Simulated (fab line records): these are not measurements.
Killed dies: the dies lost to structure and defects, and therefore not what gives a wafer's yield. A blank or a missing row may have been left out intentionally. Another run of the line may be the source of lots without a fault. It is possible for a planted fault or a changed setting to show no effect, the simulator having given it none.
Which tool is to blame?	flow sky130	33 wafers from 11 lots sampled at 5 of the route's 708 steps

== WHAT THE GAUGES READ, wafer by wafer ==
SKY_SPACER_THK_MEAS_01.
lot	measured	on	SPACER_CVD_00_THK (nm)
L699	day 23 10:03	film_metro-04	43.8 44.0 44.0
L700	day 23 11:16	film_metro-02	42.8 42.7 43.0
L701	day 23 18:32	film_metro-02	43.2 43.6 43.0
L702	day 24 12:03	film_metro-04	43.9 43.4 43.2
L703	day 24 16:51	film_metro-02	43.1 42.7 42.7
L704	day 25 02:47	film_metro-02	43.1 43.3 43.3
L705	day 25 13:00	film_metro-02	43.3 42.9 43.0
L709	day 27 00:50	film_metro-04	43.1 43.5 43.3
L711	day 27 14:41	film_metro-03	34.5 34.6 34.5
L712	day 27 23:33	film_metro-04	34.4 34.6 34.7
L713	day 28 05:26	film_metro-02	34.7 34.4 34.3

SKY_SD_P_OVL_MEAS_08.
lot	measured	on	SD_P_OVL (nm)
L699	day 25 21:32	overlay-01	0.6 1.8 2.4
L700	day 25 23:04	overlay-01	4.0 0.5 1.4
L701	day 26 05:23	overlay-02	0.0 -0.3 -0.3
L702	day 26 22:29	overlay-02	-0.4 -2.2 -0.3
L703	day 27 03:11	overlay-01	-0.3 -0.7 -3.0
L704	day 27 12:04	overlay-01	1.9 -0.9 -0.6
L705	day 27 22:25	overlay-02	1.2 -0.9 -1.3
L709	day 29 09:56	overlay-01	1.3 -1.7 0.5
L711	day 29 22:56	overlay-01	-0.1 0.0 1.5
L712	day 30 08:11	overlay-02	-1.0 -1.3 -1.6
L713	day 30 14:27	overlay-01	0.8 0.3 2.5

SKY_LI_CONTACT_OVL_MEAS_13.
lot	measured	on	LI_CONTACT_OVL (nm)
L699	day 29 10:49	overlay-01	-1 -4 -2
L700	day 29 15:16	overlay-02	-1 0 6
L701	day 29 20:20	overlay-01	-2 0 1
L702	day 30 12:14	overlay-02	2 -4 4
L703	day 30 16:29	overlay-02	-1 -7 4
L704	day 31 01:34	overlay-01	-3 7 2
L705	day 31 12:16	overlay-02	2 1 -2
L709	day 32 23:49	overlay-01	1 3 3
L711	day 33 10:22	overlay-01	-6 0 0
L712	day 33 20:55	overlay-02	-3 -5 -2
L713	day 34 00:50	overlay-02	-2 -3 -2

== EACH LOT AND THE TOOL THAT RAN IT (in order: tool; ch and the chambers of the sampled wafers; start) ==
lot	SKY_SPACER_CVD_00	SKY_SPACER_ETCHBACK_02
L699	lpcvd-02 ch 1, day 23 08:50	rie_diel-02 ch 0,1,2, day 23 10:07
L700	lpcvd-02 ch 1, day 23 10:03	rie_diel-03 ch 0,3, day 23 11:19
L701	lpcvd-02 ch 1, day 23 17:17	rie_diel-03 ch 0,2,3, day 23 18:34
L702	lpcvd-02 ch 0, day 24 10:51	rie_diel-01 ch 0,1,2, day 24 12:07
L703	lpcvd-02 ch 1, day 24 15:37	rie_diel-02 ch 0,3, day 24 16:53
L704	lpcvd-02 ch 1, day 25 01:34	rie_diel-02 ch 0,1,3, day 25 02:50
L705	lpcvd-02 ch 0, day 25 11:47	rie_diel-03 ch 0,2,3, day 25 13:04
L709	lpcvd-02 ch 0, day 26 23:37	rie_diel-01 ch 0,2,3, day 27 00:53
L711	lpcvd-02 ch 1, day 27 13:29	rie_diel-03 ch 0,3, day 27 14:45
L712	lpcvd-02 ch 1, day 27 22:20	rie_diel-03 ch 1,3, day 27 23:37
L713	lpcvd-02 ch 1, day 28 04:13	rie_diel-03 ch 1,2,3, day 28 05:29
- SKY_SPACER_CVD_00: deposits Si3N4 from DCS/NH3, target thk 43.1 nm, time 740 s.
- SKY_SPACER_ETCHBACK_02: etches Si3N4 in CH3F/O2, stops on SiO2, time 46.7 s, target depth 45 nm.

== AS READ BY THE TOOLS THEMSELVES (means over the sampled wafers that have a number; for cases with no such wafer, the mark the record gives instead) ==
SKY_SPACER_CVD_00.
lot	tool	spike_tc_lower_C (C)	spike_tc_top_C (C)
L699	lpcvd-02	770.7	787.3
L700	lpcvd-02	770.2	787.1
L701	lpcvd-02	771.3	788.3
L702	lpcvd-02	769.7	786.5
L703	lpcvd-02	770.6	786.5
L704	lpcvd-02	772.3	788.6
L705	lpcvd-02	769.5	786.9
L709	lpcvd-02	769.3	786.8
L711	lpcvd-02	771.5	787.0
L712	lpcvd-02	770.6	787.5
L713	lpcvd-02	771.7	787.1

SKY_SPACER_ETCHBACK_02.
lot	tool	drypump_motor_current_A (A)	oes_product_au (a.u.)	throttle_valve_pct (%)
L699	rie_diel-02	5.8	0.864	10.551
L700	rie_diel-03	5.6	0.851	10.556
L701	rie_diel-03	5.5	0.857	10.558
L702	rie_diel-01	5.5	0.864	10.562
L703	rie_diel-02	5.8	0.851	10.570
L704	rie_diel-02	5.7	0.855	10.560
L705	rie_diel-03	5.5	0.859	10.568
L709	rie_diel-01	5.5	0.859	10.563
L711	rie_diel-03	5.6	0.760	10.545
L712	rie_diel-03	5.4	0.761	10.544
L713	rie_diel-03	5.4	0.764	10.553

== THE ANSWER, worked out from the rows above alone ==
Rule: what is usual is taken from the lots themselves. The widest of any qualifying gaps counts: lots, ordered by their means at a reading, are off when they make up no more than a third of the lots, leave a main group of 4 or more, and stand apart from it by 3 or more times the standard deviation of that group's means. If all means in a main group match to the digits the tables above print for the reading, that group is not used. Also off: a lot with no number at a reading for which 4 or more lots have one. Any other lot the step has rows for is counted as sound. First the gauges in route order, then the tools' own readings, where a lot's mean is used as printed above. At the first step where some lot is off, the reading lying furthest off is the one used; lots without a number count as furthest.
Off: L711, L712, L713, seen at SKY_SPACER_THK_MEAS_01 (SPACER_CVD_00_THK). For the main group the mean is 43.2 nm and the standard deviation 0.34.
A tool fits if, at a process step before that reading, it ran every lot that is off, and no sound lot after the first of them. The gauges at SKY_SPACER_THK_MEAS_01 aren't tried: what is off there is off at SKY_SPACER_ETCHBACK_02 too, on other tools, and a gauge's error can't cause that. One fits: lpcvd-02 at SKY_SPACER_CVD_00. Its last sound lot is L709 (day 26 23:37), its first lot that is off L711 (day 27 13:29): a fault that began between those two fits.

== WHAT THE SIMULATOR PUT IN ==
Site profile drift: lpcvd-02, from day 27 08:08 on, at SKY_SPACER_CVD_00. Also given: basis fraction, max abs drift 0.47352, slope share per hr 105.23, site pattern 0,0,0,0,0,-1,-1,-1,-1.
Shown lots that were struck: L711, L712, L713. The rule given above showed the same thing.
